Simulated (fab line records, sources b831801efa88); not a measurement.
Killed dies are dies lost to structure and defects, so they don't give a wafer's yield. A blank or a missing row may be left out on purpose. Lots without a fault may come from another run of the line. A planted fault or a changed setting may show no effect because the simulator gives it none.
fab line records | flow gf180mcu
record lots=5 wafers=15 last_day=34
route steps=602 shown MVSD@70 MVPSD@78 VT_IMPLANT@90
lots that met no fault: from a run of the same line without faults
start_h: hours from the record's first day to the start of the lot's first wafer shown | wait_h: hours since the lot's step before | " the same as in the row above | L1.1+2: a row that stands for several wafers | - no value, or no start given | * or withheld: withheld | < > ~ a bound
route shown NAME@n: a module of which the file shows steps, and the number in the route of the first | usual: mean/standard deviation of fault-free wafers | same: alike in all rows | chamber/n: place in a boat | sites: the reading at each site | _std_site: their standard deviation | _edge_site: outer sites' mean less inner sites' | radius_mm: how far each site lies from the wafer's centre | mask NAME#n: copy n | behind: the tool/chamber that last shaped the wafer | hold: why the lot was held/for how many hours/how that ended | device: the transistor (n, p or np) that didn't switch | end of line: the same wafers' tests at the end of the route | a step without rows: its recipe alone | killed: dies lost to structure and defects at the first sort, not the wafer's yield | map: a wafer's dies, x killed, . not, _ none there
set.NAME: the setting as run; set.NAME@STEP: as run at that earlier step | model.NAME: the simulator's own value behind a step, which no gauge read
lots at some steps of the route; a table a step, a row a wafer
services: from which hour (start_h, from the record's first day; less than 0 if before it) a tool's chamber was out of use, for how many hours, and why
## steps
# step GF_MVSD_EXPOSE_04
# recipe mask_id=MVSD target_cd_nm=1000 na=0.6 source_shape=conventional sigma_outer=0.6 dose_mj=260
# step GF_MVSD_PEB_05
# recipe temp_c=115 time_s=withheld
# step GF_MVSD_DEVELOP_06
# recipe wall_angle_deg=90 develop_time_s=60 dev_temp_c=23
# step GF_MVSD_OVL_MEAS_07
# usual MVSD_OVL=0.6/1.3
# columns lot.wafer tool chamber start_h wait_h MVSD_OVL[nm]
L961.1 overlay-01 - 113.56 - -0.2
L961.4 " - " " 1.6
L961.6 " - " " 2.1
L962.1 overlay-01 - 121.66 - 1.7
L962.3 " - " " 0.8
L962.5 " - " " 3.4
L969.1 overlay-01 - 159.26 - -0.3
L969.2 " - " " 0.3
L969.4 " - " " 2.1
L978.1 overlay-02 - 208.66 - -0.9
L978.4 " - " " -0.5
L978.6 " - " " -0.3
L979.2 overlay-01 - 215.41 - -0.5
L979.4 " - " " -0.5
L979.5 " - " " -1.4
# step GF_MVSD_IMPLANT_08
# recipe species=P energy_kev=395.6 dose_cm2=1.6e+13 tilt_deg=0
# step GF_MVSD_IMPLANT_09
# recipe species=P energy_kev=100 dose_cm2=5e+12 tilt_deg=0
# step GF_MVSD_STRIP_10
# recipe chemistry=O2/N2 power_w=1400 pressure_mtorr=1500 platen_temp_c=250 o2_flow_sccm=3000 n2_flow_sccm=300 overash_fraction=0.5
# usual drypump_motor_current_A=6.0/0.35 heater_power_w=318/29 oes_product_au=0.723/0.0045 strip_time_to_endpoint_s=36.97/0.11
# columns lot.wafer tool chamber start_h wait_h drypump_motor_current_A heater_power_w oes_product_au rf_hours_counter_h strip_time_to_endpoint_s
L961.1 plasma_asher-02 1 113.89 0.1 5.6 301 0.724 31 36.83
L961.4 " 0 " " 6.4 290 0.719 - 36.80
L961.6 " 0 " " 6.4 289 0.720 - 36.76
L962.1 plasma_asher-03 1 121.99 0.1 5.6 355 0.732 0 36.96
L962.3 " 1 " " 5.5 356 0.718 - 37.10
L962.5 " 1 " " 5.6 349 0.724 - 36.97
L969.1 plasma_asher-03 0 159.59 0.1 6.1 330 0.721 6 36.98
L969.2 " 1 " " 5.5 357 0.723 6 37.02
L969.4 " 1 " " 5.5 347 0.726 - 36.97
L978.1 plasma_asher-04 0 208.99 0.1 5.9 284 0.723 58 37.04
L978.4 " 0 " " 5.9 272 0.728 - 37.01
L978.6 " 1 " " 6.4 343 0.722 - 36.99
L979.2 plasma_asher-04 0 215.74 0.1 5.9 274 0.715 58 36.96
L979.4 " 0 " " 5.9 274 0.717 - 36.88
L979.5 " 1 " " 6.4 344 0.720 - 36.87
# step GF_MVSD_TW_MEAS_11
# usual MVSD_TW=1573/22
# columns lot.wafer tool chamber start_h wait_h MVSD_TW
L961.1 film_metro-01 - 113.99 0.1 1598
L961.4 " - " " 1587
L961.6 " - " " 1595
L962.1 film_metro-01 - 122.15 0.1 1576
L962.3 " - " " 1589
L962.5 " - " " 1596
L969.1 film_metro-03 - 159.69 0.1 1549
L969.2 " - " " 1548
L969.4 " - " " 1548
L978.1 film_metro-01 - 209.09 0.1 1581
L978.4 " - " " 1582
L978.6 " - " " 1589
L979.2 film_metro-03 - 215.85 0.1 1548
L979.4 " - " " 1541
L979.5 " - " " 1546
# step GF_MVPSD_DEHYDRATE_00
# recipe temp_c=200 time_s=60
# step GF_MVPSD_HMDS_01
# recipe prime_time_s=60 prime_temp_c=120
# step GF_MVPSD_COAT_02
# recipe spin_rpm=2000 resist_thk_nm=3000
# step GF_MVPSD_SOFTBAKE_03
# recipe temp_c=110 time_s=withheld
# step GF_MVPSD_EXPOSE_04
# recipe mask_id=MVPSD target_cd_nm=1000 na=0.6 source_shape=conventional sigma_outer=0.6 dose_mj=260
# columns lot.wafer tool chamber start_h wait_h mask
L961.1+4+6 iline_stepper-01 0 121.31 - MVPSD#0
L962.1+3+5 iline_stepper-02 0 129.98 - MVPSD#0
L969.1+2+4 iline_stepper-01 0 167.65 - LVPWELL#0
L978.1+4+6 iline_stepper-01 0 217.73 - MVPSD#0
L979.2+4+5 iline_stepper-02 0 224.19 - MVPSD#0
# step GF_MVPSD_PEB_05
# recipe temp_c=115 time_s=withheld
# step GF_MVPSD_DEVELOP_06
# recipe wall_angle_deg=90 develop_time_s=60 dev_temp_c=23
# step GF_MVPSD_OVL_MEAS_07
# usual MVPSD_OVL=-0.3/1.4
# columns lot.wafer tool chamber start_h wait_h MVPSD_OVL[nm]
L961.1 overlay-02 - 128.61 - -1.7
L961.4 " - " " -0.8
L961.6 " - " " -1.7
L962.1 overlay-01 - 137.26 - 0.3
L962.3 " - " " -0.7
L962.5 " - " " 0.2
L969.1 overlay-02 - 175.65 - -
L969.2 " - " " -
L969.4 " - " " -
L978.1 overlay-01 - 226.45 - -0.1
L978.4 " - " " -0.7
L978.6 " - " " -1.5
L979.2 overlay-01 - 233.06 - 1.6
L979.4 " - " " 0.9
L979.5 " - " " 0.5
# step GF_MVPSD_IMPLANT_08
# recipe species=B energy_kev=170 dose_cm2=1.5e+13 tilt_deg=0
# step GF_MVPSD_IMPLANT_09
# recipe species=B energy_kev=40 dose_cm2=5e+12 tilt_deg=0
# step GF_MVPSD_STRIP_10
# recipe chemistry=O2/N2 power_w=1400 pressure_mtorr=1500 platen_temp_c=250 o2_flow_sccm=3000 n2_flow_sccm=300 overash_fraction=0.5
# usual drypump_motor_current_A=5.9/0.52 heater_power_w=314/44 oes_product_au=0.722/0.0051 strip_time_to_endpoint_s=36.92/0.11
# columns lot.wafer tool chamber start_h wait_h drypump_motor_current_A heater_power_w oes_product_au rf_hours_counter_h strip_time_to_endpoint_s
L961.1 plasma_asher-04 1 128.94 0.1 6.5 337 0.717 49 36.99
L961.4 " 0 " " 5.9 280 0.726 - 36.89
L961.6 " 1 " " 6.4 334 0.718 - 36.94
L962.1 plasma_asher-04 0 137.59 0.1 5.9 273 0.716 50 36.96
L962.3 " 1 " " 6.4 333 0.726 - 36.91
L962.5 " 0 " " 5.9 273 0.727 - 37.02
L969.1 plasma_asher-04 1 175.99 0.1 6.4 348 0.717 54 36.92
L969.2 " 0 " " 5.9 278 0.727 54 37.11
L969.4 " 1 " " 6.4 345 0.725 - 37.03
L978.1 plasma_asher-02 1 226.79 0.1 5.6 304 0.718 39 36.90
L978.4 " 1 " " 5.6 297 0.728 - 36.90
L978.6 " 0 " " 6.4 284 0.714 - 36.81
L979.2 plasma_asher-01 1 233.39 0.1 4.8 271 0.723 63 36.87
L979.4 " 0 " " 5.7 409 0.719 - 36.79
L979.5 " 1 " " 4.7 280 0.725 - 36.82
# step GF_MVPSD_TW_MEAS_11
# usual MVPSD_TW=550/7.7
# columns lot.wafer tool chamber start_h wait_h MVPSD_TW
L961.1 film_metro-03 - 129.04 0.1 541
L961.4 " - " " 541
L961.6 " - " " 539
L962.1 film_metro-04 - 137.69 0.1 555
L962.3 " - " " 556
L962.5 " - " " 556
L969.1 film_metro-01 - 176.09 0.1 30
L969.2 " - " " 30
L969.4 " - " " 30
L978.1 film_metro-04 - 226.89 0.1 557
L978.4 " - " " 556
L978.6 " - " " 557
L979.2 film_metro-01 - 233.50 0.1 556
L979.4 " - " " 551
L979.5 " - " " 553
# step GF_VT_IMPLANT_DEHYDRATE_00
# recipe temp_c=200 time_s=60
## services
# columns tool chamber start_h hours kind
iline_stepper-02 - 98.82 1.7 pm
plasma_asher-03 - 108.82 9.0 pm
plasma_asher-03 0 108.82 9.0 vent_cycle
plasma_asher-03 1 108.82 9.0 vent_cycle
plasma_asher-04 - 117.45 1.4 repair
plasma_asher-03 0 117.82 - clean
plasma_asher-03 1 117.82 - clean
plasma_asher-02 - 118.82 37.0 pm
plasma_asher-01 - 126.71 4.3 pm
plasma_asher-04 - 146.29 1.3 repair
iline_stepper-02 - 157.52 0.8 pm
iline_stepper-02 0 172.77 - calibration
plasma_asher-02 - 176.97 2.5 repair
iline_stepper-01 0 207.15 - calibration
plasma_asher-04 - 212.33 1.6 repair
plasma_asher-03 - 225.90 2.8 pm
## key
first_sign step=GF_MVPSD_EXPOSE_04 reading=mask direction=changed
effect step=GF_MVPSD_OVL_MEAS_07 reading=MVPSD_OVL direction=missing
effect step=GF_MVPSD_TW_MEAS_11 reading=MVPSD_TW direction=down sigmas=68 usual=550 struck=30
met_at GF_MVPSD_EXPOSE_04
struck_wafers L969.1,L969.2,L969.4
sort_left_out L969.1,L969.2,L969.4
tester_left_out L969
onset_between 121.31 167.65
fault kind=wrong_mask tool=any chamber=- onset_h=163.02 steps=GF_MVPSD_EXPOSE_04 aux_copy=LVPWELL#0 scope=struck_lots_only
# tester_left_out: of these lots the tester's yield and bins aren't shown, on N5 and GAA mostly nor the transistor test; their killed dies are dies lost to structure and defects alone, not to doping, threshold or leakage, so they don't give the yield
# sort_left_out: the simulated sort isn't trusted on such a fault, so these wafers' sort isn't shown, and their yield isn't known
